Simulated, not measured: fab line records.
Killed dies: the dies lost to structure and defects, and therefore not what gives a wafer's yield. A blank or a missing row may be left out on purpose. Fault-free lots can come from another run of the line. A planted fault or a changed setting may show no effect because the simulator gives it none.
Which tool did it? ; flow gf180mcu ; route of 602 steps, sampled at 1 step: 7 lots, 20 wafers

## WHAT THE GAUGES READ, wafer by wafer
GF_STI_THK_MEAS_02.
lot;measured;on;STI_OXIDATION_THK (nm)
L895;day 1 16:36;film-metro-03;9.89 9.89 9.87
L899;day 2 12:32;film-metro-03;9.89 9.94 10.13
L901;day 2 23:07;film-metro-02;9.74 9.82
L910;day 4 20:33;film-metro-04;9.80 9.91 9.83
L912;day 5 05:31;film-metro-04;10.06 10.12 10.00
L914;day 5 15:57;film-metro-04;9.69 9.79 9.88
L916;day 6 02:13;film-metro-03;9.96 9.82 9.90

## WHICH TOOL RAN EACH LOT (tool, then ch and the chambers of the sampled wafers, then the start)
The record holds no process step before these readings.

## THE ANSWER, worked out from the rows above alone
Rule: the usual values come from the lots themselves. The widest of any qualifying gaps counts: lots, ordered by their means at a reading, are off when they make up no more than a third of the lots, leave a main group of 4 or more, and stand apart from it by 3 or more times the standard deviation of that group's means. A main group whose means are all the same, to the digits that the tables above print for the reading, isn't used. A lot without any number at a reading at which 4 lots or more have one is off too. Where the step has rows for the other lots, those lots are counted as sound.
Nothing can be told from this: no lot is off at any reading shown.

## WHAT HAD BEEN PUT IN BY THE SIMULATOR
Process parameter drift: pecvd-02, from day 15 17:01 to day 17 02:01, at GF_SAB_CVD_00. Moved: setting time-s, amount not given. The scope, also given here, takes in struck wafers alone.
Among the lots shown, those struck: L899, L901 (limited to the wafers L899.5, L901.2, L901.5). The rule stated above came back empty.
